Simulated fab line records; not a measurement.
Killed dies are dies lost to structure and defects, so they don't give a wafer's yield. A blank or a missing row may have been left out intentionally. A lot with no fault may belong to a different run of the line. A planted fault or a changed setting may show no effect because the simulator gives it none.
What tool caused it?	flow sfq-line	21 wafers sampled from 7 lots at 1 step of a route of 325

== WHAT EACH GAUGE READ, for each wafer ==
SFQ_M2_RS_MEAS_914: uses a four-point probe to measure.
lot	measured	on	M2_NB_RS (ohm/sq)
L158	day 22 16:27	film-metro-04	0.898 0.892 0.896
L166	day 25 19:31	film-metro-02	0.885 0.901 0.889
L169	day 28 10:11	film-metro-04	0.879 0.890 0.894
L171	day 29 04:39	film-metro-04	0.907 0.897 0.897
L173	day 29 16:08	film-metro-02	0.875 0.881 0.876
L176	day 32 06:05	film-metro-04	0.888 0.889 0.897
L180	day 32 21:31	film-metro-03	0.893 0.889 0.897

== TOOL THAT RAN EACH LOT (tool first, then ch and the chambers of the sampled wafers, then the start) ==
The record shows no process step preceding these readings.

== THE ANSWER, worked out from the rows above alone ==
Rule: what is usual is taken from the lots themselves. Put in order of their means at a reading, lots are off if they are a third of the lots or fewer, leave a main group of 4 or more, and stand apart from it by a gap of 3 or more times the standard deviation of the main group's means; of several such gaps the widest counts. If all means in a main group match to the digits the tables above print for the reading, that group is not used. Also off: a lot with no number at a reading for which 4 or more lots have one. Any other lot the step has rows for is counted as sound.
None of the lots is off at any reading shown; this tells nothing.

== WHAT THE SIMULATOR HAD PUT IN ==
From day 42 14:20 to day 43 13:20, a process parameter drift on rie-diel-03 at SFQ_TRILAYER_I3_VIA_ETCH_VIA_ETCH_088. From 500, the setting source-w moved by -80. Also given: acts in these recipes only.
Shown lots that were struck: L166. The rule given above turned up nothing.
